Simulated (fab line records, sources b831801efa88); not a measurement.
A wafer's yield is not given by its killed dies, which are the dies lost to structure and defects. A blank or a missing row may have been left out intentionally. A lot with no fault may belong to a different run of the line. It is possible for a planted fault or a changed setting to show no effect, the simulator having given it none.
Lot-split experiment    flow sky130    route with 708 steps; 5 lots, 23 wafers read

THE SPLIT ITSELF
At SKY_METAL5_METAL_ETCH_15 (etches the open film in Cl2/BCl3, stops on SiO2, target depth 1260 nm, time 252 s), the setting bias-w was moved away from the recipe's 48.5 W on 8 of the 23 wafers read, by -6.9% to +11.3%. For the rest of the wafers, this setting stayed at what the recipe calls for.

The reading is taken at the split's own step.

THE READING
NOVOLAK_of_METAL5_COAT_09.thk-nm (the simulator's own value, which no gauge read), in nm, at SKY_METAL5_METAL_ETCH_15 (etches the open film in Cl2/BCl3, stops on SiO2, target depth 1260 nm, time 252 s). The file gives no usual value for it. The 15 wafers here that ran the recipe average 1035.9 nm, standard deviation 12 nm.

wafer   tool, chamber at the split  bias-w as run, W  against the recipe  NOVOLAK_of_METAL5_COAT_09.thk-nm, nm  against lot-mates on the recipe
L077.1  rie-metal-02, 1             48.5              recipe              1038                                  -
L077.4  rie-metal-02, 1             48.5              recipe              1047                                  -
L077.5  rie-metal-02, 1             48.5              recipe              1037                                  -
L079.1  rie-metal-04, 1             53.47             +10.2%              1003                                  -27.5
L079.2  rie-metal-04, 0             53.47             +10.2%              990.6                                 -39.9
L079.4  rie-metal-04, 1             48.5              recipe              1031                                  -
L079.5  rie-metal-04, 1             48.5              recipe              1030                                  -
L079.6  rie-metal-04, 0             53.47             +10.2%              985.9                                 -44.6
L082.1  rie-metal-02, 1             53.99             +11.3%              1011                                  -37.5
L082.2  rie-metal-02, 0             53.99             +11.3%              1001                                  -47.5
L082.4  rie-metal-02, 0             48.5              recipe              1045                                  -
L082.5  rie-metal-02, 0             53.99             +11.3%              1002                                  -46.5
L082.6  rie-metal-02, 1             48.5              recipe              1052                                  -
L083.1  rie-metal-01, 1             48.5              recipe              1030                                  -
L083.2  rie-metal-01, 0             48.5              recipe              1056                                  -
L083.3  rie-metal-01, 1             48.5              recipe              1040                                  -
L083.4  rie-metal-01, 0             48.5              recipe              1048                                  -
L083.6  rie-metal-01, 1             48.5              recipe              1025                                  -
L085.1  rie-metal-01, 0             45.13             -6.9%               1066                                  +46.0
L085.2  rie-metal-01, 1             48.5              recipe              1024                                  -
L085.4  rie-metal-01, 1             48.5              recipe              1017                                  -
L085.5  rie-metal-01, 1             48.5              recipe              1019                                  -
L085.6  rie-metal-01, 0             45.13             -6.9%               1060                                  +40.0

FIT RESULTS
A straight line over all 23 wafers: NOVOLAK_of_METAL5_COAT_09.thk-nm changes by -3.48 nm for each +1% of bias-w; r = -0.87; the points scatter about the line by 11 nm.
The same after taking each lot's own level away (the mean of its wafers on the recipe; 23 wafers): -4.22 nm for each +1%; r = -0.95; scatter 8.1 nm.
According to that fit, moving bias-w by its largest amount changes the reading by 48 nm.
Measured against the standard deviation above, the lots' own levels, which go from 1020.00 to 1048.50 nm, span 2.4 times it.
Thus the slope moves with the lot-to-lot level: the two fits are different.
Check: for one of the wafers moved furthest among these (+11.3%), held out of the fit, the line's prediction against its lot-mates is -46.8 nm. Against them it came out at -37.5 nm.

OTHER SPLITS APPLIED TO THESE WAFERS
Before the reading, these wafers also passed through other splits. Each is held against what the fit with the lots' levels taken away leaves over:
other split on the same wafers  wafers away from the commonest value  r with NOVOLAK_of_METAL5_COAT_09.thk-nm (lot level and that fit taken away)
SKY_VIA4_HDPCVD_00 time-s       8                                     -0.06
SKY_VIA4_SPUTTER_17 time-s      6                                     -0.07

THE WHOLE CHAIN: every reading that the file lists as answering this split, in the file's order
step                      what it does                                                                       reading                                                                            change (the file's fit)               r (the file's)
SKY_METAL5_METAL_ETCH_15  etches the open film in Cl2/BCl3, stops on SiO2, target depth 1260 nm, time 252 s  NOVOLAK_of_METAL5_COAT_09.thk-nm (the simulator's own value, which no gauge read)  -4.19 nm for each +1% of the setting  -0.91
SKY_METAL5_STRIP_16       strips in O2/N2                                                                    strip-time-to-endpoint-s                                                           withheld for each +1% of the setting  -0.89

THE FILE'S OWN FIT
NOVOLAK_of_METAL5_COAT_09.thk-nm changes by -4.19 nm for each +1% of bias-w, r = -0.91.
